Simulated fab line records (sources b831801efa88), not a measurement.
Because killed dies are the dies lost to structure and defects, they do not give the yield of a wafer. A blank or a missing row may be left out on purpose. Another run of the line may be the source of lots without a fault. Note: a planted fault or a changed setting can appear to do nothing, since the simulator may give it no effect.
The tool behind it: which one?	flow gf180mcu	Sampling: 12 lots, 36 wafers, 5 of 602 route steps

== WHAT THE GAUGES READ, wafer by wafer ==
GF_MVPSD_OVL_MEAS_07.
lot	measured	on	MVPSD_OVL (nm)
L332	day 5 04:41	overlay-01	-1.3 -2.5 -1.4
L333	day 5 17:56	overlay-02	-0.6 -1.2 -3.5
L335	day 6 00:11	overlay-01	2.6 1.4 1.5
L334	day 6 01:38	overlay-02	0.0 -2.2 -1.7
L337	day 6 11:53	overlay-02	-2.4 -0.4 -0.2
L338	day 6 20:38	overlay-02	-3.0 -3.0 -2.3
L340	day 7 03:44	overlay-02	-0.9 0.2 0.0
L345	day 8 18:11	overlay-01	-0.8 -0.8 -0.7
L346	day 8 22:35	overlay-02	-0.3 1.8 0.6
L347	day 9 00:29	overlay-02	-76.6 -75.8 -76.6
L351	day 10 00:33	overlay-02	-73.8 -75.7 -75.8
L354	day 10 16:32	overlay-02	0.7 0.6 1.2

GF_HV_LDD_CD_MEAS_31: target cd 400 nm.
lot	measured	on	cd_nm (nm)
L332	day 11 19:20	cd_sem-02	397.2 399.5 398.4
L333	day 12 11:53	cd_sem-01	404.8 404.9 404.5
L335	day 12 19:22	cd_sem-02	399.7 399.3 399.9
L334	day 12 22:09	cd_sem-02	398.6 401.2 401.4
L337	day 13 13:08	cd_sem-02	400.3 402.5 401.9
L338	day 13 22:25	cd_sem-01	400.9 401.8 401.4
L340	day 14 07:27	cd_sem-01	401.4 402.3 402.2
L345	day 16 14:35	cd_sem-01	403.1 402.7 404.2
L346	day 16 13:29	cd_sem-02	400.5 400.4 400.8
L347	day 16 20:13	cd_sem-01	396.8 398.3 397.6
L351	day 18 03:48	cd_sem-02	395.9 398.7 399.2
L354	day 18 20:29	cd_sem-02	396.7 398.0 396.1

== WHICH TOOL RAN EACH LOT (tool, then ch and the chambers of the sampled wafers, then the start) ==
lot	GF_MVPSD_EXPOSE_04	GF_VT_IMPLANT_STRIP_09	GF_VT_IMPLANT_STRIP_20
L332	iline_stepper-02 ch 0, day 4 22:20	plasma_asher-02 ch 0,1, day 5 19:20	plasma_asher-03 ch 0,1, day 6 10:19
L333	iline_stepper-01 ch 0, day 5 11:26	plasma_asher-02 ch 0,1, day 6 08:21	plasma_asher-04 ch 0,1, day 6 23:41
L335	iline_stepper-01 ch 0, day 5 17:26	plasma_asher-02 ch 0,1, day 6 15:22	plasma_asher-04 ch 1, day 7 06:24
L334	iline_stepper-02 ch 0, day 5 18:43	plasma_asher-04 ch 1, day 6 16:34	plasma_asher-04 ch 0, day 7 08:18
L337	iline_stepper-02 ch 0, day 6 04:42	plasma_asher-03 ch 0,1, day 7 03:24	plasma_asher-03 ch 0,1, day 7 19:23
L338	iline_stepper-02 ch 0, day 6 12:55	plasma_asher-02 ch 0,1, day 7 12:17	plasma_asher-04 ch 1, day 8 04:49
L340	iline_stepper-01 ch 0, day 6 20:18	plasma_asher-02 ch 0,1, day 7 19:41	plasma_asher-04 ch 0,1, day 8 12:24
L345	iline_stepper-01 ch 0, day 8 10:56	plasma_asher-02 ch 0,1, day 9 12:26	plasma_asher-03 ch 0,1, day 10 05:41
L346	iline_stepper-01 ch 0, day 8 14:03	plasma_asher-03 ch 0,1, day 9 16:10	plasma_asher-03 ch 0,1, day 10 09:22
L347	iline_stepper-02 ch 0, day 8 16:11	plasma_asher-03 ch 0,1, day 9 17:47	plasma_asher-03 ch 0,1, day 10 10:39
L351	iline_stepper-02 ch 0, day 9 16:19	plasma_asher-04 ch 0,1, day 10 18:45	plasma_asher-03 ch 0,1, day 11 13:42
L354	iline_stepper-01 ch 0, day 10 07:33	plasma_asher-03 ch 0,1, day 11 11:01	plasma_asher-02 ch 0,1, day 12 05:59
- GF_MVPSD_EXPOSE_04: exposes mask MVPSD, target cd 1000 nm.
- GF_VT_IMPLANT_STRIP_09: strips in O2/N2.
- GF_VT_IMPLANT_STRIP_20: strips in O2/N2.

== AS READ BY THE TOOLS THEMSELVES (means over the sampled wafers that have a number; for cases with no such wafer, the mark the record gives instead) ==
GF_MVPSD_EXPOSE_04.
lot	tool	reticle_temp_C (C)
L332	iline_stepper-02	23.09
L333	iline_stepper-01	23.10
L335	iline_stepper-01	23.10
L334	iline_stepper-02	23.07
L337	iline_stepper-02	23.00
L338	iline_stepper-02	22.92
L340	iline_stepper-01	22.93
L345	iline_stepper-01	23.10
L346	iline_stepper-01	22.93
L347	iline_stepper-02	23.14
L351	iline_stepper-02	22.97
L354	iline_stepper-01	22.95

GF_VT_IMPLANT_STRIP_09.
lot	tool	drypump_motor_current_A (A)	heater_power_w (W)	oes_product_au (a.u.)	strip_time_to_endpoint_s (s)
L332	plasma_asher-02	5.55	319	0.718	12.62
L333	plasma_asher-02	5.74	311	0.714	12.69
L335	plasma_asher-02	5.54	320	0.715	12.70
L334	plasma_asher-04	5.37	374	0.716	12.67
L337	plasma_asher-03	5.60	324	0.715	12.64
L338	plasma_asher-02	5.54	317	0.721	12.62
L340	plasma_asher-02	5.75	311	0.718	12.64
L345	plasma_asher-02	5.54	318	0.717	12.66
L346	plasma_asher-03	5.60	323	0.714	12.64
L347	plasma_asher-03	5.62	331	0.717	12.58
L351	plasma_asher-04	5.46	365	0.713	12.68
L354	plasma_asher-03	5.59	326	0.712	12.64

GF_VT_IMPLANT_STRIP_20.
lot	tool	drypump_motor_current_A (A)	heater_power_w (W)	oes_product_au (a.u.)	strip_time_to_endpoint_s (s)
L332	plasma_asher-03	5.69	329	0.711	12.59
L333	plasma_asher-04	5.55	339	0.717	12.63
L335	plasma_asher-04	5.40	378	0.716	12.62
L334	plasma_asher-04	5.67	319	0.718	12.63
L337	plasma_asher-03	5.71	325	0.711	12.65
L338	plasma_asher-04	5.36	384	0.712	12.64
L340	plasma_asher-04	5.56	336	0.720	12.67
L345	plasma_asher-03	5.60	324	0.721	12.68
L346	plasma_asher-03	5.68	325	0.712	12.66
L347	plasma_asher-03	5.69	326	0.723	12.62
L351	plasma_asher-03	5.71	323	0.710	12.61
L354	plasma_asher-02	5.50	322	0.712	12.65

== THE ANSWER, worked out from the rows above alone ==
Rule: the lots themselves supply what counts as usual. Put in order of their means at a reading, lots are off if they are a third of the lots or fewer, leave a main group of 4 or more, and stand apart from it by a gap of 3 or more times the standard deviation of the main group's means; of several such gaps the widest counts. A main group whose means are all the same, to the digits that the tables above print for the reading, isn't used. A lot without any number at a reading at which 4 lots or more have one is off too. Where the step has rows for the other lots, those lots are counted as sound. After the gauges, taken in route order, come the tools' own readings; for these a lot's mean is taken, as printed above. The first step at which some lot is off is used, and at that step the reading that is off furthest; a lot without a number counts as furthest.
Off: L347, L351, at GF_MVPSD_OVL_MEAS_07 (MVPSD_OVL). For the main group the mean is -0.6 nm and the standard deviation 1.3.
A tool fits if, at a process step before that reading, it ran every lot that is off, and no sound lot after the first of them. The gauges at GF_MVPSD_OVL_MEAS_07 are tried like those tools. One fits: iline_stepper-02 at GF_MVPSD_EXPOSE_04. Its last sound lot is L338 (day 6 12:55), its first lot that is off L347 (day 8 16:11): a fault that began between those two fits.

== WHAT THE SIMULATOR PUT IN ==
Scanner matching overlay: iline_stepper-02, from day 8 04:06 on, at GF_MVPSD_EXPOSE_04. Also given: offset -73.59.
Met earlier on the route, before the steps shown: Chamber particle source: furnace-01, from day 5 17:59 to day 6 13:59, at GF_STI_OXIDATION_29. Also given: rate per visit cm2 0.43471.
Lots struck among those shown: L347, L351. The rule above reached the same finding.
